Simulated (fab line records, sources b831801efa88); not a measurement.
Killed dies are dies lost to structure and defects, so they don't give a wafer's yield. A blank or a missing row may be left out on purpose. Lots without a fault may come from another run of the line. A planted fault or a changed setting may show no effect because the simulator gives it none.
fab line records | flow sky130 | part 2 of 2: steps 28 to 38 of 38
record lots=5 wafers=15 last_day=49
route steps=708 shown VIA3@583 METAL4@598 CAP2M@603
lots that met no fault: from a run of the same line without faults
start_h: hours from the record's first day to the start of the lot's first wafer shown | wait_h: hours since the lot's step before | " the same as in the row above | L1.1+2: a row that stands for several wafers | - no value, or no start given | * or withheld: withheld | < > ~ a bound
route shown NAME@n: a module of which the file shows steps, and the number in the route of the first | usual: mean/standard deviation of fault-free wafers | same: alike in all rows | chamber/n: place in a boat | sites: the reading at each site | _std_site: their standard deviation | _edge_site: outer sites' mean less inner sites' | radius_mm: how far each site lies from the wafer's centre | mask NAME#n: copy n | behind: the tool/chamber that last shaped the wafer | hold: why the lot was held/for how many hours/how that ended | device: the transistor (n, p or np) that didn't switch | end of line: the same wafers' tests at the end of the route | a step without rows: its recipe alone | killed: dies lost to structure and defects at the first sort, not the wafer's yield | map: a wafer's dies, x killed, . not, _ none there
set.NAME: the setting as run; set.NAME@STEP: as run at that earlier step | model.NAME: the simulator's own value behind a step, which no gauge read
lots at some steps of the route; a table a step, a row a wafer
services: from which hour (start_h, from the record's first day; less than 0 if before it) a tool's chamber was out of use, for how many hours, and why
## steps
# step SKY_CAP2M_COAT_07
# recipe resist=NOVOLAK spin_rpm=3000 resist_thk_nm=1140
# columns lot.wafer tool chamber start_h wait_h
L074.2+4+6 litho_track-02 0 931.25 0.1
L081.1+3+4 litho_track-02 0 993.07 0.1
L083.1+4+6 litho_track-03 0 1004.88 0.1
L084.3+5+6 litho_track-01 0 1006.90 0.1
L091.1+4+6 litho_track-01 0 1070.90 0.1
# step SKY_CAP2M_SOFTBAKE_08
# recipe temp_c=90 time_s=60 resist=NOVOLAK
# same time_s=60
# columns lot.wafer tool chamber start_h wait_h
L074.2+4+6 litho_track-02 0 931.40 0.1
L081.1+3+4 litho_track-02 0 993.22 0.1
L083.1+4+6 litho_track-03 0 1005.03 0.1
L084.3+5+6 litho_track-01 0 1007.05 0.1
L091.1+4+6 litho_track-01 0 1071.05 0.1
# step SKY_CAP2M_EXPOSE_09
# recipe mask_id=CAP2M na=0.6 source_shape=conventional sigma_outer=0.6 polarization=unpolarized target_cd_nm=1000 dose_mj=159
# usual exposure_dose_mJ_cm2=158.98/0.16 focus_offset_nm=0.1/0.51
# columns lot.wafer tool chamber start_h wait_h mask exposure_dose_mJ_cm2 focus_offset_nm
L074.2 iline_stepper-01 0 - - CAP2M#0 159.06 0.3
L074.4 " 0 " " CAP2M#0 158.82 -0.1
L074.6 " 0 " " CAP2M#0 158.74 0.4
L081.1 iline_stepper-01 0 - - CAP2M#0 158.86 0.5
L081.3 " 0 " " CAP2M#0 159.13 0.6
L081.4 " 0 " " CAP2M#0 159.22 0.4
L083.1 iline_stepper-02 0 - - CAP2M#0 158.53 0.5
L083.4 " 0 " " CAP2M#0 158.86 0.2
L083.6 " 0 " " CAP2M#0 158.93 0.9
L084.3 iline_stepper-01 0 - - CAP2M#0 159.09 0.0
L084.5 " 0 " " CAP2M#0 158.71 0.9
L084.6 " 0 " " CAP2M#0 158.99 0.3
L091.1 iline_stepper-01 0 - - CAP2M#0 159.05 0.1
L091.4 " 0 " " CAP2M#0 159.05 0.5
L091.6 " 0 " " CAP2M#0 158.94 0.8
# step SKY_CAP2M_PEB_10
# recipe temp_c=withheld time_s=* resist=NOVOLAK
# same time_s=*
# columns lot.wafer tool chamber start_h wait_h
L074.2+4+6 litho_track-03 0 - -
L081.1+3+4 litho_track-01 0 - -
L083.1+4+6 litho_track-03 0 - -
L084.3+5+6 litho_track-03 0 - -
L091.1+4+6 litho_track-03 0 - -
# step SKY_CAP2M_DEVELOP_11
# recipe resist=NOVOLAK developer=TMAH develop_time_s=60 dev_temp_c=23
# same develop_time_s=60
# columns lot.wafer tool chamber start_h wait_h
L074.2+4+6 litho_track-03 0 943.26 0.1
L081.1+3+4 litho_track-01 0 1004.85 0.1
L083.1+4+6 litho_track-03 0 1015.63 0.1
L084.3+5+6 litho_track-03 0 1018.03 0.1
L091.1+4+6 litho_track-03 0 1080.98 0.1
# step SKY_CAP2M_OVL_MEAS_12
# usual CAP2M_OVL=-1.3/1.4
# columns lot.wafer tool chamber start_h wait_h CAP2M_OVL[nm]
L074.2 overlay-01 - 943.39 0.1 -0.7
L074.4 " - " " -0.5
L074.6 " - " " -0.5
L081.1 overlay-02 - 1005.00 0.1 0.1
L081.3 " - " " 1.2
L081.4 " - " " -0.1
L083.1 overlay-01 - 1015.78 0.1 -1.1
L083.4 " - " " -1.5
L083.6 " - " " -1.5
L084.3 overlay-02 - 1018.15 0.1 -1.2
L084.5 " - " " -1.6
L084.6 " - " " -1.6
L091.1 overlay-02 - 1081.13 0.1 -1.7
L091.4 " - " " 0.0
L091.6 " - " " -2.5
# step SKY_CAP2M_METAL_ETCH_13
# recipe target_depth_nm=220 stop_on=SiO2 chemistry=Cl2/BCl3 target=TiN pressure_mtorr=10 icp_w=900 bias_w=48.5 Cl2_flow_sccm=60 bcl3_flow_sccm=30 time_s=62.9
# usual drypump_motor_current_A=5.60/0.29 oes_product_au=0.943/0.0072 throttle_valve_pct=21.901/0.01
# same time_s=62.9
# columns lot.wafer tool chamber start_h wait_h drypump_motor_current_A oes_product_au rf_hours_counter_h throttle_valve_pct
L074.2 rie_metal-01 1 943.42 0.0 4.93 0.944 10 21.888
L074.4 " 1 " " 4.88 0.940 - 21.914
L074.6 " 1 " " 4.90 0.947 - 21.908
L081.1 rie_metal-02 0 1005.04 0.0 5.71 0.954 16 21.890
L081.3 " 0 " " 5.69 0.951 - 21.904
L081.4 " 1 " " 5.70 0.942 - 21.883
L083.1 rie_metal-04 0 1015.82 0.0 5.75 0.940 16 21.915
L083.4 " 1 " " 5.84 0.944 - 21.905
L083.6 " 0 " " 5.75 0.943 - 21.893
L084.3 rie_metal-04 0 1018.20 0.0 5.73 0.936 - 21.877
L084.5 " 0 " " 5.73 0.941 - 21.912
L084.6 " 1 " " 5.85 0.934 - 21.903
L091.1 rie_metal-01 0 1081.17 0.0 5.68 0.929 24 21.910
L091.4 " 0 " " 5.69 0.928 - 21.911
L091.6 " 1 " " 4.93 0.942 - 21.911
# step SKY_CAP2M_STRIP_14
# recipe chemistry=O2/N2 power_w=1400 pressure_mtorr=1500 platen_temp_c=withheld o2_flow_sccm=3000 n2_flow_sccm=300 overash_fraction=0.5
# usual drypump_motor_current_A=5.6/0.53 o2_flow_sccm=3000/8.2 oes_product_au=0.711/0.0042 strip_time_to_endpoint_s=12.65/0.041
# columns lot.wafer tool chamber start_h wait_h drypump_motor_current_A o2_flow_sccm oes_product_au rf_hours_counter_h strip_time_to_endpoint_s
L074.2 plasma_asher-02 0 943.50 0.1 5.1 2989 0.706 78 12.64
L074.4 " 0 " " 5.1 2992 0.707 - 12.63
L074.6 " 0 " " 5.1 2994 0.704 - 12.65
L081.1 plasma_asher-02 1 1005.11 0.1 5.8 3006 0.702 84 12.65
L081.3 " 1 " " 5.8 3003 0.704 - 12.66
L081.4 " 0 " " 5.1 3016 0.706 - 12.68
L083.1 plasma_asher-01 1 1015.90 0.1 6.3 3001 0.715 57 12.63
L083.4 " 0 " " 4.9 2987 0.715 - 12.65
L083.6 " 0 " " 5.0 2996 0.714 - 12.67
L084.3 plasma_asher-02 0 1018.28 0.1 5.1 2999 0.699 - 12.66
L084.5 " 1 " " 5.8 3012 0.712 - 12.68
L084.6 " 0 " " 5.1 2997 0.712 - 12.68
L091.1 plasma_asher-02 1 1081.25 0.1 5.8 3000 0.716 92 12.65
L091.4 " 0 " " 5.1 3013 0.714 - 12.69
L091.6 " 1 " " 5.8 2998 0.705 - 12.60
# step SKY_CAP2M_STRIP_15
# recipe chemistry=post_etch_residue_remover time_s=1200 temp_c=72.5
# same time_s=1200
# columns lot.wafer tool chamber start_h wait_h
L074.2+4+6 wet_bench-02 2 943.60 0.1
L081.1+3+4 wet_bench-03 1 1005.21 0.1
L083.1+4+6 wet_bench-01 2 1016.00 0.1
L084.3+5+6 wet_bench-02 1 1018.35 0.0
L091.1+4+6 wet_bench-01 0 1081.35 0.1
# step SKY_CAP2M_CLEAN_16
# recipe chemistry=IPA time_s=180 temp_c=25
# same time_s=180
# columns lot.wafer tool chamber start_h wait_h
L074.2+4+6 wet_bench-03 1 943.94 0.0
L081.1+3+4 wet_bench-02 0 1005.59 0.0
L083.1+4+6 wet_bench-03 0 1016.34 0.0
L084.3+5+6 wet_bench-01 3 1018.69 0.0
L091.1+4+6 wet_bench-02 2 1081.69 0.0
# step SKY_CAP2M_CLEAN_17
# recipe chemistry=O3/DIW dry=n2_spin
# columns lot.wafer tool chamber start_h wait_h
L074.2+4+6 wet_bench-01 3 944.00 0.0
L081.1+3+4 wet_bench-03 1 1005.65 0.0
L083.1+4+6 wet_bench-01 2 1016.40 0.0
L084.3+5+6 wet_bench-03 2 1018.75 0.0
L091.1+4+6 wet_bench-01 0 1081.75 0.0
## services
# columns tool chamber start_h hours kind
rie_diel-01 1 897.41 4.1 repair
rie_metal-01 - 902.66 15.6 pm
cvd_w-01 - 904.00 14.0 pm
rie_diel-01 0 904.63 20.5 repair
pvd_sputter-01 - 911.04 14.2 repair
plasma_asher-01 - 911.79 2.8 pm
plasma_asher-02 - 912.70 3.1 repair
rie_diel-03 0 914.45 4.4 repair
cmp-02 - 919.52 4.0 pm
rie_metal-01 - 923.76 2.7 repair
wet_bench-01 - 925.63 0.8 repair
pecvd-03 - 938.27 1.1 repair
cvd_w-01 - 944.76 14.6 pm
pvd_sputter-03 - 945.81 0.8 repair
pecvd-03 - 954.29 0.8 repair
rie_diel-03 3 959.79 83.3 repair
cvd_w-01 - 962.52 2.8 pm
pecvd-03 - 975.11 0.8 repair
wet_bench-03 - 992.98 4.6 repair
rie_diel-02 0 1000.56 2.1 repair
cmp-02 - 1025.51 1.0 repair
pvd_sputter-01 - 1025.90 3.3 repair
rie_diel-02 - 1031.39 0.4 repair
rie_diel-02 1 1070.92 7.5 repair
